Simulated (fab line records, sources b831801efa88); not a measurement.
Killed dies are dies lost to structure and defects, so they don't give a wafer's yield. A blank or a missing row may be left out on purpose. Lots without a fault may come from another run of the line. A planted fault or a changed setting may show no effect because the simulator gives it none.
Chamber matching | flow sky130 | SKY_CONTACT_CMP_27 on cmp-01: 4 sister chambers
The step polishes, stops on SiO2, t overpolish 15 s, target thk 0 nm. 8 wafers are shown with their chamber, then 7 later ones without.

WAFERS WITH THEIR CHAMBER
wafer  | chamber | motor_current_A (A) | edge_zone_pressure_frac
L353.2 | 2       | 10.4                | 0.996
L353.3 | 0       | 13.8                | 1.004
L353.4 | 3       | 11.6                | 1.000
L366.1 | 3       | 11.7                | 1.007
L366.4 | 2       | 10.9                | 1.000
L366.5 | 1       | 9.7                 | 0.997
L371.1 | 1       | 9.8                 | 0.994
L371.4 | 0       | 13.5                | 1.001

WAFERS WITHOUT THEIR CHAMBER
wafer  | motor_current_A (A) | edge_zone_pressure_frac
L371.5 | 13.5                | 1.007
L372.1 | 10.7                | 0.999
L372.5 | 9.5                 | 0.999
L372.6 | 14.3                | 1.003
L373.2 | 9.6                 | 0.999
L373.3 | 14.3                | 0.998
L373.6 | 14.1                | 1.011

WHICH CHAMBER EACH WENT THROUGH
wafer  | from the rows above | in truth
L371.5 | 0                   | 0
L372.1 | 2                   | 2
L372.5 | 1                   | 1
L372.6 | 0                   | 0
L373.2 | 1                   | 1
L373.3 | 0                   | 0
L373.6 | 0                   | 0
Placed correctly: 7 of 7. Can't be placed from these rows: 0. Placed wrongly: 0.
How it was worked out, from the rows above alone: a wafer's distance from a chamber is the root of the sum, over the readings, of the square of ((its reading less the chamber's mean) divided by the reading's scatter). The wafer belongs to the nearest chamber; if the next one is less than 2 further off, it can't be placed. A chamber's mean is the mean of its shown wafers. The scatter: the root of (the sum of the squares of (reading less its chamber's mean) over the shown wafers, divided by (wafers less chambers)).
